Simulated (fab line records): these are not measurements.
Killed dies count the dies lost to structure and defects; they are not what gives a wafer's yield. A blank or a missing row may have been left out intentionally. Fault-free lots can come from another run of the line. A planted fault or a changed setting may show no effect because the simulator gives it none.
fab line records | flow sky130
[record] lots = 7 wafers = 21 last-day = 50
route steps=708 shown METAL1@435
lots with no fault: from the same line, run without faults
start-h: start of the lot's first displayed wafer, in hours after the record's first day | wait-h: hours from the lot's prior step to this one | " unchanged from the row above | L1.1+2: a single row standing in for several wafers | - either no value or no given start | * or withheld: withheld | < > ~ a bound
route shown NAME@n: a module of which the file shows steps, and the number in the route of the first | usual: the fault-free wafers' mean and standard deviation | same: alike in all rows | chamber/n: place in a boat | sites: the reading at each site | _std_site: the standard deviation of these | _edge_site: inner sites' mean taken away from outer sites' mean | radius-mm: how far each site lies from the wafer's centre | mask NAME#n: copy n | behind: the most recent tool/chamber to have shaped the wafer | hold: why the lot went on hold/how many hours it stayed there/how the hold came to an end | device: transistor that didn't switch, given as n, p or np | end of line: at the end of the route, the tests of the same wafers | a step without rows: its recipe alone | killed: dies that structure and defects cost at the first sort, which is not the same as the wafer's yield | map: the dies of a wafer, with x for killed, . for not killed, _ for no die there
set.NAME: the run value of the setting; set.NAME@STEP: its run value at that earlier step | model.NAME: the simulator's own value behind a step, which no gauge read
certain route steps with their lots: each step a table, each wafer a row
services: from which hour (start-h, from the record's first day; less than 0 if before it) a tool's chamber was out of use, for how many hours, and why
[[steps]]
[step SKY_METAL1_SPUTTER_01]
[recipe] material = TiN target-thk-nm = 20 power-w = 6500 time-s = 16.7 chamber-pressure-pa = 0.4
[usual] throttle-valve-pct = 30.3/0.67
// columns lot.wafer tool chamber start-h wait-h throttle-valve-pct
L970.1 pvd-sputter-04 - 772.70 0.0 29.2
L970.3 " - " " 30.1
L970.4 " - " " 30.6
L973.2 pvd-sputter-02 - 792.07 0.0 30.3
L973.3 " - " " 30.1
L973.6 " - " " 31.3
L986.2 pvd-sputter-01 - 886.14 0.0 30.2
L986.4 " - " " 28.0
L986.5 " - " " 27.8
L987.1 pvd-sputter-02 - 888.56 0.0 30.2
L987.4 " - " " 30.5
L987.6 " - " " 31.0
L988.1 pvd-sputter-02 - 906.97 0.0 29.9
L988.2 " - " " 31.2
L988.3 " - " " 30.5
L989.2 pvd-sputter-01 - 912.45 0.0 29.8
L989.3 " - " " 27.8
L989.5 " - " " 31.2
L990.2 pvd-sputter-04 - 924.62 0.0 29.5
L990.3 " - " " 30.8
L990.5 " - " " 29.3
[step SKY_METAL1_SPUTTER_02]
[recipe] material = AlCu target-thk-nm = 250 power-w = 10600 time-s = 13.3 chamber-pressure-pa = 0.4
[usual] throttle-valve-pct = 30.3/0.68
// columns lot.wafer tool chamber start-h wait-h throttle-valve-pct
L970.1 pvd-sputter-04 - 772.72 0.0 29.3
L970.3 " - " " 30.2
L970.4 " - " " 30.8
L973.2 pvd-sputter-02 - 792.10 0.0 29.9
L973.3 " - " " 30.1
L973.6 " - " " 31.4
L986.2 pvd-sputter-01 - 886.17 0.0 30.1
L986.4 " - " " 27.7
L986.5 " - " " 27.8
L987.1 pvd-sputter-02 - 888.58 0.0 30.4
L987.4 " - " " 30.1
L987.6 " - " " 31.2
L988.1 pvd-sputter-02 - 906.99 0.0 30.1
L988.2 " - " " 31.0
L988.3 " - " " 30.7
L989.2 pvd-sputter-01 - 912.47 0.0 29.9
L989.3 " - " " 27.7
L989.5 " - " " 31.3
L990.2 pvd-sputter-04 - 924.64 0.0 29.5
L990.3 " - " " 30.6
L990.5 " - " " 29.3
[step SKY_METAL1_SPUTTER_03]
[recipe] material = Ti target-thk-nm = 5 power-w = 3000 time-s = 3.3 chamber-pressure-pa = 0.4
[usual] throttle-valve-pct = 30.3/0.68
// columns lot.wafer tool chamber start-h wait-h throttle-valve-pct
L970.1 pvd-sputter-04 - 772.75 0.0 29.4
L970.3 " - " " 30.3
L970.4 " - " " 30.7
L973.2 pvd-sputter-02 - 792.12 0.0 30.3
L973.3 " - " " 30.1
L973.6 " - " " 31.1
L986.2 pvd-sputter-01 - 886.19 0.0 29.9
L986.4 " - " " 27.9
L986.5 " - " " 28.1
L987.1 pvd-sputter-02 - 888.61 0.0 30.5
L987.4 " - " " 30.3
L987.6 " - " " 31.1
L988.1 pvd-sputter-02 - 907.02 0.0 30.1
L988.2 " - " " 31.1
L988.3 " - " " 30.5
L989.2 pvd-sputter-01 - 912.50 0.0 29.8
L989.3 " - " " 27.7
L989.5 " - " " 31.4
L990.2 pvd-sputter-04 - 924.67 0.0 29.4
L990.3 " - " " 30.4
L990.5 " - " " 29.7
[step SKY_METAL1_SPUTTER_04]
[recipe] material = TiN target-thk-nm = 70 power-w = 6500 time-s = 58.3 chamber-pressure-pa = 0.4
[usual] throttle-valve-pct = 30.4/0.69
// columns lot.wafer tool chamber start-h wait-h throttle-valve-pct
L970.1 pvd-sputter-04 - 772.77 0.0 29.4
L970.3 " - " " 29.9
L970.4 " - " " 30.8
L973.2 pvd-sputter-02 - 792.14 0.0 30.3
L973.3 " - " " 30.3
L973.6 " - " " 31.4
L986.2 pvd-sputter-01 - 886.21 0.0 30.0
L986.4 " - " " 27.8
L986.5 " - " " 28.0
L987.1 pvd-sputter-02 - 888.62 0.0 30.3
L987.4 " - " " 30.3
L987.6 " - " " 31.4
L988.1 pvd-sputter-02 - 907.03 0.0 30.1
L988.2 " - " " 31.4
L988.3 " - " " 30.4
L989.2 pvd-sputter-01 - 912.52 0.0 29.7
L989.3 " - " " 27.7
L989.5 " - " " 31.3
L990.2 pvd-sputter-04 - 924.69 0.0 29.3
L990.3 " - " " 30.6
L990.5 " - " " 29.3
[step SKY_METAL1_RS_MEAS_05]
[recipe] thk-meas-gauge = four-point-probe reads = TiN_of_METAL1_SPUTTER_04+Ti_of_METAL1_SPUTTER_03+AlCu_of_METAL1_SPUTTER_02+TiN_of_METAL1_SPUTTER_01+Ti_of_METAL1_SPUTTER_00
[usual] METAL1_ALCU_RS = 0.1264/0.00096
// columns lot.wafer tool chamber start-h wait-h METAL1_ALCU_RS[ohm/sq]
L970.1 film-metro-01 - 772.81 0.0 0.1264
L970.3 " - " " 0.1257
L970.4 " - " " 0.1267
L973.2 film-metro-01 - 792.21 0.0 0.1278
L973.3 " - " " 0.1268
L973.6 " - " " 0.1273
L986.2 film-metro-04 - 886.28 0.0 0.1268
L986.4 " - " " 0.1268
L986.5 " - " " 0.1271
L987.1 film-metro-02 - 888.67 0.0 0.1273
L987.4 " - " " 0.1272
L987.6 " - " " 0.1269
L988.1 film-metro-02 - 907.08 0.0 0.1271
L988.2 " - " " 0.1268
L988.3 " - " " 0.1267
L989.2 film-metro-04 - 912.59 0.0 0.1253
L989.3 " - " " 0.1261
L989.5 " - " " 0.1264
L990.2 film-metro-04 - 924.75 0.0 0.1249
L990.3 " - " " 0.1251
L990.5 " - " " 0.1245
[step SKY_METAL1_THK_MEAS_06]
[recipe] thk-meas-gauge = xrf reads = AlCu_of_METAL1_SPUTTER_02
[usual] METAL1_ALCU_THK = 249.1/2.4
// columns lot.wafer tool chamber start-h wait-h METAL1_ALCU_THK[nm]
L970.1 film-metro-01 - 772.93 0.1 252.1
L970.3 " - " " 253.3
L970.4 " - " " 251.9
L973.2 film-metro-01 - 792.32 0.1 249.1
L973.3 " - " " 249.1
L973.6 " - " " 248.9
L986.2 film-metro-04 - 886.39 0.1 248.9
L986.4 " - " " 248.3
L986.5 " - " " 246.1
L987.1 film-metro-02 - 888.79 0.1 245.9
L987.4 " - " " 244.8
L987.6 " - " " 245.4
L988.1 film-metro-02 - 907.20 0.1 245.9
L988.2 " - " " 246.1
L988.3 " - " " 246.8
L989.2 film-metro-04 - 912.70 0.1 251.4
L989.3 " - " " 250.5
L989.5 " - " " 248.9
L990.2 film-metro-04 - 924.86 0.1 251.0
L990.3 " - " " 249.9
L990.5 " - " " 253.0
[step SKY_METAL1_DEHYDRATE_07]
[recipe] temp-c = 200 time-s = 60
[step SKY_METAL1_HMDS_08]
[recipe] prime-time-s = 60 prime-temp-c = 120
[step SKY_METAL1_COAT_09]
[recipe] resist = BARC temp-c = withheld time-s = withheld spin-rpm = 3000 resist-thk-nm = 60
[step SKY_METAL1_COAT_10]
[recipe] resist = KrF-thick spin-rpm = 3000 resist-thk-nm = 450
[step SKY_METAL1_SOFTBAKE_11]
[recipe] temp-c = 100 time-s = 90 resist = KrF-thick
[step SKY_METAL1_EXPOSE_12]
[recipe] mask-id = MM1 na = 0.8 source-shape = annular sigma-inner = 0.55 sigma-outer = 0.85 target-cd-nm = 140 dose-mj = 28
[step SKY_METAL1_PEB_13]
[recipe] peb-temp-c = withheld peb-time-s = withheld resist = KrF-thick
[usual] chill-plate-temp-C = * exhaust-pa = 45.1/0.97 resist-line-temp-C = *
// columns lot.wafer tool chamber start-h wait-h chill-plate-temp-C exhaust-pa resist-line-temp-C
L970.1 litho-track-02 0 799 - * 44.3 *
L970.3 " 0 " " * 43.8 *
L970.4 " 0 " " * 45.7 *
L973.2 litho-track-01 0 818 - * 43.5 *
L973.3 " 0 " " * 44.3 *
L973.6 " 0 " " * 43.7 *
L986.2 litho-track-01 - 910 - - - -
L986.4 " - " " - - -
L986.5 " - " " - - -
L987.1 litho-track-04 - 913 - - - -
L987.4 " - " " - - -
L987.6 " - " " - - -
L988.1 litho-track-01 - 931 - - - -
L988.2 " - " " - - -
L988.3 " - " " - - -
L989.2 litho-track-02 0 937 - * 44.8 *
L989.3 " 0 " " * 46.2 *
L989.5 " 0 " " * 44.8 *
L990.2 litho-track-02 0 949 - * 43.8 *
L990.3 " 0 " " * 44.8 *
L990.5 " 0 " " * 44.0 *
[step SKY_METAL1_DEVELOP_14]
[recipe] develop-time-s = 60 resist = KrF-thick dev-temp-c = 21
[[services]]
// columns tool chamber start-h hours kind
pvd-sputter-04 - 812.25 5.8 repair
pvd-sputter-04 - 859.06 4.7 repair
pvd-sputter-01 - 867.88 12.1 repair
pvd-sputter-01 - 936.49 51.4 repair
[[key]]
[first-sign] step = SKY_METAL1_PEB_13 reading = tool-record direction = missing
effect none on later readings
met-at SKY_METAL1_PEB_13
struck-wafers L986.2,L986.4,L986.5,L987.1,L987.4,L987.6,L988.1,L988.2,L988.3
later-rows-left-out L986.2,L986.4,L986.5,L987.1,L987.4,L987.6,L988.1,L988.2,L988.3
sort-left-out L986.2,L986.4,L986.5,L987.1,L987.4,L987.6,L988.1,L988.2,L988.3
onset-between 818 910
[fault] kind = skipped-step-whole tool = litho-track-01,litho-track-04 chamber = - onset-h = 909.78 steps = SKY_METAL1_PEB_13 scope = struck-lots-only
// sort-left-out: the simulated sort isn't trusted on such a fault, so these wafers' sort isn't shown, and their yield isn't known
// later-rows-left-out: the simulator's readings of these wafers behind a module that went badly wrong aren't trusted and aren't shown, but for the sort
